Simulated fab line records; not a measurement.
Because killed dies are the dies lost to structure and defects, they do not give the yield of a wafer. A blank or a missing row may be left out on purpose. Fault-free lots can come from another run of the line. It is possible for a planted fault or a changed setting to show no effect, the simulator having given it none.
A struck lot beside a sound one || flow sky130 || 36 out of 708 route steps
Sound: wafers L473.4, L473.5, L473.6. Struck: wafer L478.3 (left out: L478.4, L478.6 of the same lot, which were not struck); the cause appears at the end.
For every step that has rows: the tool of each side, followed by ch and its chambers, followed by its first start. Under that, the readings that differ: sound wafers || struck wafers || difference of the means || sigmas: that difference in standard deviations of wafers without a fault.
alike: readings whose means differ by less than 2 such deviations, and words and numbers that are the same on both sides. not compared: withheld readings, readings that some wafer has no value for, bounds like >300 that may hide the same value, and numbers for which the record gives no deviation and whose values overlap.
Wherever a step has rows on one side only, a row that says differs or no value, or a row with sigmas, the two part there. Non-overlapping numbers with no deviation appear without sigmas and do not part them. A reading missing from all wafers of one side parts the sides only when that side holds two or more wafers.

first, 8 steps without rows for these wafers: SKY_VIA3_ETCH_14 (etches BARC in N2/H2, stops on SiO2, time 45.9 s, target depth 60 nm); SKY_VIA3_ETCH_15 (etches SiO2 in C4F8/O2/Ar, stops on TiN, target depth 507 nm, time 78 s); SKY_VIA3_STRIP_16 (strips in O2/N2); SKY_VIA3_STRIP_17 (strips in post etch residue remover, time 1200 s); SKY_VIA3_CLEAN_18 (cleans in IPA, time 180 s); SKY_VIA3_CLEAN_19 (cleans in O3/DIW); SKY_VIA3_SPUTTER_20 (material TiN, target thk 20 nm, time 80 s); SKY_VIA3_CVD_21 (deposits W, target thk 390 nm, time 117.31 s).
SKY_VIA3_CMP_24: polishes, stops on SiO2, t overpolish 20 s, target thk 0 nm.
  sound on cmp-01 ch 0,1, day 41 23:17; struck on cmp-01 ch 2, day 43 04:58
{"reading": "time-to-endpoint-s (s)", "sound": "100.8 99.7 89.2", "struck": 47.9, "difference": -48.7, "sigmas": -17}
{"reading": "model.SiO2_of_VIA3_HDPCVD_00.thk-nm (nm)", "sound": "469.9 469.2 469.7", "struck": 468.7, "difference": -0.9, "sigmas": ""}
  alike: motor-current-A, overpolish-run-s
then, 25 steps without rows for these wafers: SKY_METAL4_SPUTTER_00 (material Ti, target thk 15 nm, time 10 s); SKY_METAL4_SPUTTER_01 (material TiN, target thk 20 nm, time 16.7 s); SKY_METAL4_SPUTTER_02 (material AlCu, target thk 735 nm, time 39.1 s); SKY_METAL4_SPUTTER_03 (material Ti, target thk 5 nm, time 3.3 s); SKY_METAL4_SPUTTER_04 (material TiN, target thk 70 nm, time 58.3 s); SKY_CAP2M_CVD_00 (deposits SiO2, target thk 15.5 nm); SKY_CAP2M_SPUTTER_02 (material TiN, target thk 200 nm, time 166.7 s); SKY_CAP2M_DEHYDRATE_05 (time 60 s); SKY_CAP2M_HMDS_06 (prime time 60 s); SKY_CAP2M_COAT_07 (resist thk 1140 nm); SKY_CAP2M_SOFTBAKE_08 (time 60 s); SKY_CAP2M_EXPOSE_09 (exposes mask CAP2M, target cd 1000 nm); SKY_CAP2M_PEB_10; SKY_CAP2M_DEVELOP_11 (develop time 60 s); SKY_CAP2M_METAL_ETCH_13 (etches TiN in Cl2/BCl3, stops on SiO2, target depth 220 nm, time 62.9 s); SKY_CAP2M_STRIP_14 (strips in O2/N2); SKY_CAP2M_STRIP_15 (strips in post etch residue remover, time 1200 s); SKY_CAP2M_CLEAN_16 (cleans in IPA, time 180 s); SKY_CAP2M_CLEAN_17 (cleans in O3/DIW); SKY_METAL4_DEHYDRATE_05 (time 60 s); SKY_METAL4_HMDS_06 (prime time 60 s); SKY_METAL4_COAT_07 (resist thk 60 nm); SKY_METAL4_COAT_08 (resist thk 1140 nm); SKY_METAL4_SOFTBAKE_09 (time 90 s); SKY_METAL4_EXPOSE_10 (exposes mask MM4, target cd 300 nm).
SKY_METAL4_METAL_ETCH_18: etches the open film in Cl2/BCl3, stops on SiO2, target depth 845 nm, time 183.1 s.
  sound on rie-metal-01 ch 0,1, day 43 22:51; struck on rie-metal-02 ch 1, day 45 03:02
{"reading": "model.SiO2_of_VIA3_HDPCVD_00.thk-nm (nm)", "sound": "444.4 443.9 443.9", "struck": 443.5, "difference": -0.6, "sigmas": ""}
  alike: drypump-motor-current-A, oes-product-au, throttle-valve-pct
  not compared: rf-hours-counter-h
-- the record jumps here: 4 days lie between the struck wafers' starts before and after (it left off in module METAL4 and takes up again in module PAD_OPEN, whose first step shown is number 708 of the route) --
SKY_PAD_OPEN_PROBE_99:
  sound: prober-02 at day 47 16:45; struck: prober-02 at day 48 17:04
{"reading": "killed-at-other", "sound": "0 0 0", "struck": 2, "difference": "+2", "sigmas": "+4"}
  alike: defect-limited-yield, killed_at_M0_to_M3, killed_at_M4_up, killed-at-contacts, killed-at-front-end, killed-dies, killed-open, killed-short, sort_bin_3_pad_short, sort_bin_5_function, sort_bin_6_memory, sort-n-pass, sort-yield-pct

== WHERE THEY PART ==
First at SKY_VIA3_CMP_24; last, within this record, at SKY_PAD_OPEN_PROBE_99.

WHY: the cause the simulator had injected
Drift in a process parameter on cmp-01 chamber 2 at SKY_VIA3_CMP_24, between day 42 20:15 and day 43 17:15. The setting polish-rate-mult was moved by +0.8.
